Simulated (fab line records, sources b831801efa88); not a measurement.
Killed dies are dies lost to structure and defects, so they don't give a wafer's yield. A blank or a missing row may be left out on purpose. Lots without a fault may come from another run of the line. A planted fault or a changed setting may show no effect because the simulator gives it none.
Which tool did it? | flow gf180mcu | 13 lots, 39 wafers sampled, at 5 steps of a route of 602

WHAT THE GAUGES READ, wafer by wafer
GF_STI_CD_MEAS_12: target cd 220 nm. Usual: cd_nm 219.9 nm, standard deviation 1.7.
lot  | measured    | on        | cd_nm (nm)                          | flag
L754 | day 2 01:04 | cd_sem-02 | 224.4 223.5 222.3                   |
L755 | day 2 07:38 | cd_sem-02 | 221.4 220.0 220.1                   |
L758 | day 2 22:02 | cd_sem-02 | 217.0 217.0 217.6                   |
L760 | day 3 07:55 | cd_sem-02 | 222.8 224.1 222.8                   |
L761 | day 3 13:44 | cd_sem-02 | 220.8 221.4 220.9                   |
L762 | day 3 20:07 | cd_sem-01 | 217.7 218.2 218.8                   |
L764 | day 4 05:16 | cd_sem-02 | 220.7 222.1 221.0                   |
L765 | day 4 10:46 | cd_sem-02 | 218.2 218.9 218.7                   |
L767 | day 4 20:02 | cd_sem-01 | 221.3 220.0 220.6                   |
L768 | day 5 02:05 | cd_sem-02 | 172.9 172.9 172.3 173.2 172.6 172.5 | OFF
L769 | day 5 07:25 | cd_sem-02 | 219.3 221.3 221.6                   |
L771 | day 5 17:28 | cd_sem-02 | 220.9 220.0 219.5                   |
L772 | day 5 22:04 | cd_sem-02 | 219.0 220.2 219.9                   |

GF_MVSD_OVL_MEAS_07. Usual: MVSD_OVL -0.5 nm, standard deviation 1.5.
lot  | measured    | on         | MVSD_OVL (nm)  | flag
L754 | day 4 10:22 | overlay-02 | -2.7 -1.1 -0.5 |
L755 | day 4 18:47 | overlay-01 | 3.3 3.2 1.0    |
L758 | day 5 09:31 | overlay-02 | -0.1 0.9 0.8   |
L760 | day 5 23:08 | overlay-02 | -3.1 -1.2 -2.3 |
L761 | day 6 03:40 | overlay-02 | -0.2 -0.1 -0.9 |
L762 | day 6 12:11 | overlay-02 | -2.7 0.6 -0.6  |
L764 | day 6 21:49 | overlay-01 | -2.2 -3.3 -2.3 |
L765 | day 7 00:59 | overlay-01 | -1.0 0.9 -3.5  |
L767 | day 7 14:19 | overlay-01 | -1.0 -2.3 -2.7 |
L769 | day 8 00:01 | overlay-02 | -0.3 0.0 0.8   |
L771 | day 8 09:01 | overlay-01 | -1.8 -2.1 -2.1 |
L772 | day 8 12:22 | overlay-02 | -0.2 -0.2 1.5  |

GF_VT_IMPLANT_OVL_MEAS_07. Usual: VT_IMPLANT_OVL -1.3 nm, standard deviation 1.4.
lot  | measured    | on         | VT_IMPLANT_OVL (nm) | flag
L754 | day 5 15:50 | overlay-02 | -1.6 -0.8 -0.1      |
L755 | day 6 00:31 | overlay-02 | -2.3 -2.0 -1.5      |
L758 | day 6 16:16 | overlay-01 | 1.1 -0.9 -0.5       |
L760 | day 7 06:23 | overlay-01 | -0.4 -0.9 1.6       |
L761 | day 7 10:20 | overlay-02 | -4.2 -0.3 -2.6      |
L762 | day 7 18:50 | overlay-02 | -2.5 -2.7 -2.3      |
L764 | day 8 03:58 | overlay-02 | 1.0 -1.5 -1.6       |
L765 | day 8 06:38 | overlay-02 | -1.8 -0.5 0.0       |
L767 | day 8 15:17 | overlay-02 | -0.3 -0.6 -1.4      |
L769 | day 9 00:11 | overlay-02 | -2.3 -2.8 -2.0      |
L771 | day 9 11:22 | overlay-02 | -1.4 -1.9 -1.0      |
L772 | day 9 16:25 | overlay-02 | -2.8 -2.5 -2.5      |

WHICH TOOL RAN EACH LOT (tool, then ch and the chambers of the sampled wafers, then the start)
lot  | GF_STI_EXPOSE_09                 | GF_DNWELL_STRIP_08
L754 | krf_scanner-02 ch 0, day 1 19:12 | plasma_asher-02 ch 0,1, day 2 18:11
L755 | krf_scanner-02 ch 0, day 2 01:41 | plasma_asher-01 ch 0,1, day 3 00:56
L758 | krf_scanner-01 ch 0, day 2 15:41 | plasma_asher-01 ch 0,1, day 3 14:50
L760 | krf_scanner-01 ch 0, day 3 02:12 | plasma_asher-04 ch 0,1, day 4 02:53
L761 | krf_scanner-02 ch 0, day 3 06:55 | plasma_asher-02 ch 0,1, day 4 07:52
L762 | krf_scanner-01 ch 0, day 3 13:35 | plasma_asher-01 ch 0,1, day 4 15:55
L764 | krf_scanner-02 ch 0, day 3 22:44 | plasma_asher-04 ch 1, day 5 00:19
L765 | krf_scanner-01 ch 0, day 4 04:11 | plasma_asher-01 ch 0,1, day 5 05:28
L767 | krf_scanner-02 ch 0, day 4 13:20 | plasma_asher-01 ch 0,1, day 5 15:43
L768 | krf_scanner-02 ch 0, day 4 19:23 | -
L769 | krf_scanner-02 ch 0, day 5 00:25 | plasma_asher-04 ch 0,1, day 6 02:26
L771 | krf_scanner-02 ch 0, day 5 09:57 | plasma_asher-02 ch 0,1, day 6 13:29
L772 | krf_scanner-01 ch 0, day 5 15:15 | plasma_asher-01 ch 0,1, day 6 17:55
- GF_STI_EXPOSE_09: exposes mask COMP, target cd 220 nm.
- GF_DNWELL_STRIP_08: strips in O2/N2.

WHAT THE TOOLS THEMSELVES READ (means of the sampled wafers that have a number; where no wafer has one, the mark that the record gives instead)
GF_DNWELL_STRIP_08. Usual: drypump_motor_current_A 5.74 A, standard deviation 0.26; heater_power_w 344 W, standard deviation 32; oes_product_au 0.722 a.u., standard deviation 0.0047; strip_time_to_endpoint_s 36.97 s, standard deviation 0.084.
lot  | tool            | drypump_motor_current_A (A) | heater_power_w (W) | oes_product_au (a.u.) | strip_time_to_endpoint_s (s) | flag
L754 | plasma_asher-02 | 5.53                        | 306                | 0.727                 | 36.97                        |
L755 | plasma_asher-01 | 5.80                        | 369                | 0.721                 | 36.94                        |
L758 | plasma_asher-01 | 5.82                        | 371                | 0.721                 | 37.00                        |
L760 | plasma_asher-04 | 5.77                        | 322                | 0.716                 | 37.01                        |
L761 | plasma_asher-02 | 5.83                        | 316                | 0.722                 | 36.99                        |
L762 | plasma_asher-01 | 5.74                        | 383                | 0.723                 | 37.06                        |
L764 | plasma_asher-04 | 5.73                        | 349                | 0.727                 | 36.89                        |
L765 | plasma_asher-01 | 5.70                        | 382                | 0.723                 | 36.99                        |
L767 | plasma_asher-01 | 5.83                        | 373                | 0.723                 | 37.06                        |
L769 | plasma_asher-04 | 5.74                        | 342                | 0.724                 | 36.86                        |
L771 | plasma_asher-02 | 5.84                        | 312                | 0.722                 | 36.93                        |
L772 | plasma_asher-01 | 5.71                        | 381                | 0.727                 | 37.08                        |

THE ANSWER, worked out from the rows above alone
Rule: a lot is off if the mean of its wafers that have a number lies more than 3 standard deviations from the usual mean. A lot without any number at a reading at which 4 lots or more have one is off too. The other lots that the step has rows for count as sound. The gauges are gone through in route order, then the tools' own readings, and for those a lot's mean is taken as printed above. The first step at which some lot is off is used, and at that step the reading that is off furthest; a lot without a number counts as furthest.
Off: L768, at GF_STI_CD_MEAS_12 (cd_nm).
A tool fits if, at a process step before that reading, it ran every lot that is off, and no sound lot after the first of them. The gauges at GF_STI_CD_MEAS_12 are tried like those tools. None of those tried fits.

WHAT THE SIMULATOR HAD PUT IN
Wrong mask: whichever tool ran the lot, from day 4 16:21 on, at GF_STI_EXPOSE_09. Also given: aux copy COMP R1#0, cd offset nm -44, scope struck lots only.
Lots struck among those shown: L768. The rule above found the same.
